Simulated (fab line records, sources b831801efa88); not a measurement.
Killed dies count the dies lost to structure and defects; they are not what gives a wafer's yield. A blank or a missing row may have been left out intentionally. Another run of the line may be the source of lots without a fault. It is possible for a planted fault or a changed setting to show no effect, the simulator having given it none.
fab line records | flow gf180mcu
record: lots: 13 | wafers: 39 | last_day: 34
route steps=602 shown DUAL_GATE@154 HV_LDD@224 SALICIDE@280 CONTACT@290
lots with no fault: from the same line, run without faults
start_h: the number of hours between the record's first day and the start of the first shown wafer of the lot | wait_h: hours from the lot's prior step to this one | " repeats the value in the row above | L1.1+2: a row that stands for several wafers | - no value present, or no start provided | * or withheld: withheld | < > ~ a bound
route shown NAME@n: names a module that has steps shown in the file, with the first one's number in the route | usual: average and standard deviation across the fault-free wafers | same: alike in all rows | chamber/n: place in a boat | sites: readings site by site | _std_site: the values' standard deviation | _edge_site: mean of outer sites minus mean of inner sites | radius_mm: for every site, how far away it sits from the centre of the wafer | mask NAME#n: copy n | behind: the tool/chamber that last shaped the wafer | hold: the reason the lot was held/the length of the hold in hours/how it ended | device: the transistor (n, p or np) that didn't switch | end of line: at the end of the route, the tests of the same wafers | step lacking rows: just its recipe | killed: count of dies lost to structure and defects at first sort (not the wafer's yield) | map: a wafer's dies, x killed, . not, _ none there
set.NAME: the setting the step ran with; set.NAME@STEP: the setting that earlier step ran with | model.NAME: the simulator's own value behind a step, which no gauge read
one table for each step of the route and one row for each wafer, over a sample of lots
services: when a tool's chamber went out of use (start_h, in hours from the record's first day, below 0 if earlier), for how many hours, and the reason
== steps ==
step: GF_DUAL_GATE_STRIP_13
recipe: chemistry: O2/N2 | power_w: 1400 | pressure_mtorr: 1500 | platen_temp_c: 250 | o2_flow_sccm: 3000 | n2_flow_sccm: 300 | overash_fraction: 0.5
usual: drypump_motor_current_A: 5.2/0.43 | heater_power_w: 343/34 | oes_product_au: 0.716/0.0046 | strip_time_to_endpoint_s: 12.637/0.029
lot.wafer | tool            | chamber | start_h | wait_h | drypump_motor_current_A | heater_power_w | oes_product_au | rf_hours_counter_h | strip_time_to_endpoint_s
L200.2    | plasma_asher-03 | 0       | 176.66  | 0.0    | 5.0                     | 330            | 0.717          | 50                 | 12.638
L200.4    | "               | 0       | "       | "      | 5.0                     | 340            | 0.714          | -                  | 12.676
L200.6    | "               | 0       | "       | "      | 5.0                     | 325            | 0.717          | -                  | 12.644
L201.1    | plasma_asher-03 | 1       | 184.71  | 0.0    | 5.0                     | 396            | 0.722          | 51                 | 12.654
L201.2    | "               | 0       | "       | "      | 5.0                     | 337            | 0.713          | 51                 | 12.675
L201.3    | "               | 0       | "       | "      | 5.0                     | 329            | 0.712          | -                  | 12.660
L203.1    | plasma_asher-03 | 0       | 196.16  | 0.0    | 5.0                     | 329            | 0.706          | 52                 | 12.657
L203.3    | "               | 0       | "       | "      | 5.0                     | 324            | 0.716          | -                  | 12.618
L203.4    | "               | 1       | "       | "      | 5.1                     | 389            | 0.713          | -                  | 12.641
L204.1    | plasma_asher-02 | 0       | 201.57  | 0.0    | 5.6                     | 336            | 0.711          | 53                 | 12.651
L204.5    | "               | 1       | "       | "      | 5.1                     | 308            | 0.716          | -                  | 12.641
L204.6    | "               | 0       | "       | "      | 5.6                     | 335            | 0.728          | -                  | 12.693
L212.4    | plasma_asher-04 | 1       | 261.39  | 0.0    | 6.5                     | 334            | 0.716          | -                  | 12.630
L212.5    | "               | 1       | "       | "      | 6.5                     | 342            | 0.719          | -                  | 12.640
L212.6    | "               | 0       | "       | "      | 5.0                     | 280            | 0.719          | -                  | 12.640
L214.3    | plasma_asher-02 | 0       | 275.79  | 0.0    | 5.6                     | 343            | 0.717          | -                  | 12.628
L214.5    | "               | 1       | "       | "      | 5.1                     | 316            | 0.710          | -                  | 12.608
L214.6    | "               | 0       | "       | "      | 5.6                     | 333            | 0.726          | -                  | 12.615
L215.1    | plasma_asher-04 | 1       | 277.36  | 0.0    | 6.5                     | 327            | 0.719          | 48                 | 12.619
L215.2    | "               | 0       | "       | "      | 5.0                     | 272            | 0.714          | 48                 | 12.617
L215.3    | "               | 1       | "       | "      | 6.5                     | 337            | 0.712          | -                  | 12.593
L216.3    | plasma_asher-03 | 0       | 284.80  | 0.0    | 5.0                     | 331            | 0.720          | -                  | 12.640
L216.4    | "               | 1       | "       | "      | 5.1                     | 394            | 0.720          | -                  | 12.623
L216.6    | "               | 0       | "       | "      | 5.0                     | 327            | 0.717          | -                  | 12.599
L217.3    | plasma_asher-04 | 0       | 292.25  | 0.0    | 5.0                     | 288            | 0.718          | -                  | 12.584
L217.4    | "               | 1       | "       | "      | 6.5                     | 342            | 0.726          | -                  | 12.595
L217.5    | "               | 0       | "       | "      | 5.0                     | 279            | 0.720          | -                  | 12.597
L218.2    | plasma_asher-03 | 1       | 303.14  | 0.0    | 5.1                     | 395            | 0.716          | 63                 | 12.621
L218.4    | "               | 1       | "       | "      | 5.1                     | 386            | 0.716          | -                  | 12.594
L218.5    | "               | 1       | "       | "      | 5.1                     | 391            | 0.708          | -                  | 12.626
L220.2    | plasma_asher-03 | 1       | 313.21  | 0.0    | 5.1                     | 375            | 0.712          | 64                 | 12.620
L220.3    | "               | 1       | "       | "      | 5.1                     | 387            | 0.718          | -                  | 12.624
L220.4    | "               | 0       | "       | "      | 4.9                     | 332            | 0.720          | -                  | 12.620
L221.1    | plasma_asher-03 | 1       | 324.11  | 0.0    | 5.1                     | 397            | 0.713          | 65                 | 12.581
L221.5    | "               | 0       | "       | "      | 5.0                     | 339            | 0.718          | -                  | 12.628
L221.6    | "               | 1       | "       | "      | 5.1                     | 382            | 0.713          | -                  | 12.628
L222.2    | plasma_asher-02 | 1       | 325.06  | 0.0    | 5.1                     | 302            | 0.723          | 66                 | 12.633
L222.3    | "               | 1       | "       | "      | 5.1                     | 316            | 0.726          | -                  | 12.632
L222.5    | "               | 0       | "       | "      | 5.7                     | 337            | 0.718          | -                  | 12.613
step: GF_HV_LDD_IMPLANT_48
recipe: species: B | energy_kev: 25 | dose_cm2: 3e+13 | tilt_deg: 7
usual: dose_ions_cm2: 3e+13/3.2e+10
lot.wafer | tool         | chamber | start_h | wait_h | dose_ions_cm2
L200.2    | implanter-04 | 0       | 272.42  | 0.0    | 2.999e+13
L200.4    | "            | 0       | "       | "      | 3.002e+13
L200.6    | "            | 0       | "       | "      | 3.006e+13
L201.1    | implanter-04 | 0       | 282.40  | 0.0    | 2.999e+13
L201.2    | "            | 0       | "       | "      | 2.999e+13
L201.3    | "            | 0       | "       | "      | 3e+13
L203.1    | implanter-04 | 0       | 294.60  | 0.0    | 2.884e+13
L203.3    | "            | 0       | "       | "      | 2.878e+13
L203.4    | "            | 0       | "       | "      | 2.878e+13
L204.1    | implanter-04 | 0       | 306.20  | 0.0    | 2.882e+13
L204.5    | "            | 0       | "       | "      | 2.881e+13
L204.6    | "            | 0       | "       | "      | 2.886e+13
L212.4    | implanter-02 | 0       | 370.72  | 0.1    | 2.998e+13
L212.5    | "            | 0       | "       | "      | 3e+13
L212.6    | "            | 0       | "       | "      | 2.996e+13
L214.3    | implanter-04 | 0       | 395.03  | 0.1    | 2.997e+13
L214.5    | "            | 0       | "       | "      | 2.995e+13
L214.6    | "            | 0       | "       | "      | 2.997e+13
L215.1    | implanter-02 | 0       | 395.14  | 0.0    | 3.007e+13
L215.2    | "            | 0       | "       | "      | 3.003e+13
L215.3    | "            | 0       | "       | "      | 3.002e+13
L216.3    | implanter-04 | 0       | 404.84  | 0.1    | 2.998e+13
L216.4    | "            | 0       | "       | "      | 2.995e+13
L216.6    | "            | 0       | "       | "      | 2.996e+13
L217.3    | implanter-01 | 0       | 413.98  | 0.1    | 3.002e+13
L217.4    | "            | 0       | "       | "      | 2.999e+13
L217.5    | "            | 0       | "       | "      | 3.001e+13
L218.2    | implanter-04 | 0       | 423.51  | 0.0    | 3e+13
L218.4    | "            | 0       | "       | "      | 3.005e+13
L218.5    | "            | 0       | "       | "      | 2.997e+13
L220.2    | implanter-04 | 0       | 434.02  | 0.0    | 3.002e+13
L220.3    | "            | 0       | "       | "      | 3.004e+13
L220.4    | "            | 0       | "       | "      | 3.002e+13
L221.1    | implanter-04 | 0       | 442.70  | 0.0    | 3.001e+13
L221.5    | "            | 0       | "       | "      | 2.998e+13
L221.6    | "            | 0       | "       | "      | 2.999e+13
L222.2    | implanter-04 | 0       | 447.57  | 0.0    | 3.005e+13
L222.3    | "            | 0       | "       | "      | 3.004e+13
L222.5    | "            | 0       | "       | "      | 2.998e+13
step: GF_HV_LDD_TW_MEAS_50
usual: HV_LDD_4_TW: 568/4.6
lot.wafer | tool          | chamber | start_h | wait_h | hold                     | HV_LDD_4_TW
L200.2    | film_metro-03 | -       | 272.66  | 0.1    | -                        | 571
L200.4    | "             | -       | "       | "      | -                        | 570
L200.6    | "             | -       | "       | "      | -                        | 570
L201.1    | film_metro-02 | -       | 282.65  | 0.1    | -                        | 576
L201.2    | "             | -       | "       | "      | -                        | 573
L201.3    | "             | -       | "       | "      | -                        | 574
L203.1    | film_metro-04 | -       | 294.85  | 0.1    | await_dispo/0.2h/release | 551
L203.3    | "             | -       | "       | "      | await_dispo/0.2h/release | 549
L203.4    | "             | -       | "       | "      | await_dispo/0.2h/release | 550
L203.1    | film_metro-04 | -       | 295.14  | 0.3    | -                        | 551
L203.3    | "             | -       | "       | "      | -                        | 551
L203.4    | "             | -       | "       | "      | -                        | 549
L204.1    | film_metro-02 | -       | 306.45  | 0.1    | -                        | 563
L204.5    | "             | -       | "       | "      | -                        | 564
L204.6    | "             | -       | "       | "      | -                        | 563
L212.4    | film_metro-04 | -       | 370.92  | 0.1    | -                        | 558
L212.5    | "             | -       | "       | "      | -                        | 561
L212.6    | "             | -       | "       | "      | -                        | 560
L214.3    | film_metro-03 | -       | 395.25  | 0.1    | -                        | 565
L214.5    | "             | -       | "       | "      | -                        | 567
L214.6    | "             | -       | "       | "      | -                        | 570
L215.1    | film_metro-02 | -       | 395.39  | 0.1    | -                        | 572
L215.2    | "             | -       | "       | "      | -                        | 571
L215.3    | "             | -       | "       | "      | -                        | 564
L216.3    | film_metro-02 | -       | 405.06  | 0.1    | -                        | 569
L216.4    | "             | -       | "       | "      | -                        | 568
L216.6    | "             | -       | "       | "      | -                        | 566
L217.3    | film_metro-02 | -       | 414.20  | 0.1    | -                        | 569
L217.4    | "             | -       | "       | "      | -                        | 570
L217.5    | "             | -       | "       | "      | -                        | 567
L218.2    | film_metro-03 | -       | 423.81  | 0.1    | -                        | 571
L218.4    | "             | -       | "       | "      | -                        | 572
L218.5    | "             | -       | "       | "      | -                        | 575
L220.2    | film_metro-04 | -       | 434.26  | 0.1    | -                        | 559
L220.3    | "             | -       | "       | "      | -                        | 559
L220.4    | "             | -       | "       | "      | -                        | 556
L221.1    | film_metro-03 | -       | 442.95  | 0.1    | -                        | 569
L221.5    | "             | -       | "       | "      | -                        | 570
L221.6    | "             | -       | "       | "      | -                        | 569
L222.2    | film_metro-03 | -       | 447.81  | 0.1    | -                        | 567
L222.3    | "             | -       | "       | "      | -                        | 569
L222.5    | "             | -       | "       | "      | -                        | 569
step: GF_SALICIDE_SPUTTER_02
recipe: material: Co | target_thk_nm: 10 | power_w: 1000 | time_s: 20 | chamber_pressure_pa: 0.4
usual: throttle_valve_pct: 29.7/1.1
lot.wafer | tool           | chamber | start_h | wait_h | throttle_valve_pct
L200.2    | pvd_sputter-02 | -       | 335.80  | 0.0    | 30.7
L200.4    | "              | -       | "       | "      | 29.6
L200.6    | "              | -       | "       | "      | 30.7
L201.1    | pvd_sputter-01 | -       | 346.23  | 0.0    | 28.6
L201.2    | "              | -       | "       | "      | 29.1
L201.3    | "              | -       | "       | "      | 28.7
L203.1    | pvd_sputter-03 | -       | 359.32  | 0.0    | 28.3
L203.3    | "              | -       | "       | "      | 31.3
L203.4    | "              | -       | "       | "      | 30.0
L204.1    | pvd_sputter-02 | -       | 374.25  | 0.0    | 31.4
L204.5    | "              | -       | "       | "      | 29.7
L204.6    | "              | -       | "       | "      | 30.8
L212.4    | pvd_sputter-02 | -       | 446.86  | 0.0    | 29.4
L212.5    | "              | -       | "       | "      | 29.4
L212.6    | "              | -       | "       | "      | 29.5
L214.3    | pvd_sputter-02 | -       | 472.14  | 0.0    | 29.7
L214.5    | "              | -       | "       | "      | 31.1
L214.6    | "              | -       | "       | "      | 29.6
L215.1    | pvd_sputter-01 | -       | 472.92  | 0.0    | 28.9
L215.2    | "              | -       | "       | "      | 28.9
L215.3    | "              | -       | "       | "      | 28.7
L216.3    | pvd_sputter-03 | -       | 483.28  | 0.0    | 29.7
L216.4    | "              | -       | "       | "      | 28.0
L216.6    | "              | -       | "       | "      | 31.2
L217.3    | pvd_sputter-01 | -       | 492.52  | 0.0    | 28.6
L217.4    | "              | -       | "       | "      | 28.8
L217.5    | "              | -       | "       | "      | 31.1
L218.2    | pvd_sputter-01 | -       | 502.33  | 0.0    | 28.8
L218.4    | "              | -       | "       | "      | 28.5
L218.5    | "              | -       | "       | "      | 28.9
L220.2    | pvd_sputter-02 | -       | 511.33  | 0.0    | 29.8
L220.3    | "              | -       | "       | "      | 30.4
L220.4    | "              | -       | "       | "      | 31.0
L221.1    | pvd_sputter-01 | -       | 519.65  | 0.0    | 31.1
L221.5    | "              | -       | "       | "      | 28.6
L221.6    | "              | -       | "       | "      | 31.2
L222.2    | pvd_sputter-01 | -       | 523.75  | 0.0    | 31.2
L222.3    | "              | -       | "       | "      | 29.1
L222.5    | "              | -       | "       | "      | 28.8
step: GF_CONTACT_THK_MEAS_03
recipe: reads: SiO2_of_CONTACT_CVD_02
usual: CONTACT_CVD_02_THK: 856/11
lot.wafer | tool          | chamber | start_h | wait_h | CONTACT_CVD_02_THK[nm]
L200.2    | film_metro-03 | -       | 336.51  | 0.0    | 857
L200.4    | "             | -       | "       | "      | 858
L200.6    | "             | -       | "       | "      | 859
L201.1    | film_metro-04 | -       | 346.93  | 0.0    | 849
L201.2    | "             | -       | "       | "      | 853
L201.3    | "             | -       | "       | "      | 846
L203.1    | film_metro-04 | -       | 360.02  | 0.0    | 842
L203.3    | "             | -       | "       | "      | 832
L203.4    | "             | -       | "       | "      | 852
L204.1    | film_metro-03 | -       | 374.95  | 0.0    | 842
L204.5    | "             | -       | "       | "      | 857
L204.6    | "             | -       | "       | "      | 846
L212.4    | film_metro-02 | -       | 447.59  | 0.0    | 877
L212.5    | "             | -       | "       | "      | 866
L212.6    | "             | -       | "       | "      | 868
L214.3    | film_metro-04 | -       | 472.86  | 0.1    | 849
L214.5    | "             | -       | "       | "      | 854
L214.6    | "             | -       | "       | "      | 869
L215.1    | film_metro-02 | -       | 473.62  | 0.0    | 850
L215.2    | "             | -       | "       | "      | 845
L215.3    | "             | -       | "       | "      | 853
L216.3    | film_metro-04 | -       | 484.00  | 0.1    | 847
L216.4    | "             | -       | "       | "      | 853
L216.6    | "             | -       | "       | "      | 861
L217.3    | film_metro-04 | -       | 493.24  | 0.1    | 843
L217.4    | "             | -       | "       | "      | 871
L217.5    | "             | -       | "       | "      | 853
L218.2    | film_metro-02 | -       | 503.04  | 0.0    | 865
L218.4    | "             | -       | "       | "      | 875
L218.5    | "             | -       | "       | "      | 849
L220.2    | film_metro-02 | -       | 512.04  | 0.0    | 854
L220.3    | "             | -       | "       | "      | 852
L220.4    | "             | -       | "       | "      | 879
L221.1    | film_metro-04 | -       | 520.46  | 0.0    | 853
L221.5    | "             | -       | "       | "      | 854
L221.6    | "             | -       | "       | "      | 867
L222.2    | film_metro-04 | -       | 524.47  | 0.0    | 849
L222.3    | "             | -       | "       | "      | 839
L222.5    | "             | -       | "       | "      | 875
== services ==
tool            | chamber | start_h | hours | kind
pvd_sputter-02  | -       | 156.92  | 2.9   | repair
plasma_asher-02 | -       | 161.41  | 4.3   | pm
implanter-02    | -       | 175.38  | 2.0   | repair
pvd_sputter-03  | -       | 175.61  | 2.2   | repair
plasma_asher-04 | -       | 191.49  | 2.8   | pm
pvd_sputter-02  | -       | 216.59  | 17.7  | repair
implanter-02    | -       | 228.90  | 0.8   | repair
implanter-04    | -       | 235.50  | 1.2   | repair
plasma_asher-04 | -       | 263.76  | 0.7   | repair
pvd_sputter-01  | -       | 338.34  | 4.4   | repair
plasma_asher-03 | -       | 368.42  | 1.2   | repair
plasma_asher-04 | -       | 372.64  | 3.9   | repair
implanter-04    | -       | 377.43  | 2.4   | repair
implanter-02    | -       | 398.58  | 5.0   | pm
plasma_asher-04 | -       | 401.88  | 95.0  | repair
plasma_asher-02 | -       | 421.25  | 9.0   | pm
implanter-04    | -       | 429.39  | 4.6   | repair
pvd_sputter-02  | -       | 429.72  | 1.2   | repair
plasma_asher-03 | -       | 445.47  | 1.5   | repair
pvd_sputter-03  | -       | 467.03  | 0.5   | repair
implanter-02    | -       | 472.17  | 1.6   | repair
implanter-04    | -       | 506.54  | 1.7   | repair
pvd_sputter-01  | -       | 511.19  | 0.5   | repair
pvd_sputter-02  | -       | 522.77  | 19.7  | repair
== key ==
first_sign: step: GF_HV_LDD_IMPLANT_48 | reading: dose_ions_cm2 | direction: down | sigmas: 37 | usual: 3e+13 | struck: 2.881e+13
effect: step: GF_HV_LDD_TW_MEAS_50 | reading: visit | direction: added
met_at GF_HV_LDD_IMPLANT_48
struck_lots L203,L204
tester_left_out L203,L204
not_acting_at GF_DUAL_GATE_STRIP_13,GF_SALICIDE_SPUTTER_02,GF_CONTACT_THK_MEAS_03
onset_between 282.40 294.60
fault: kind: process_parameter_drift | tool: implanter-04 | chamber: - | onset_h: 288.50 | steps: GF_HV_LDD_IMPLANT_48 | channel: dose_cm2 | offset: -1.1901e+12 | shape: step | end_h: 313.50 | acts_in: these_recipes_only | stated: 3e+13
tester_left_out: of these lots the tester's yield and bins aren't shown, on N5 and GAA mostly nor the transistor test; their killed dies are dies lost to structure and defects alone, not to doping, threshold or leakage, so they don't give the yield
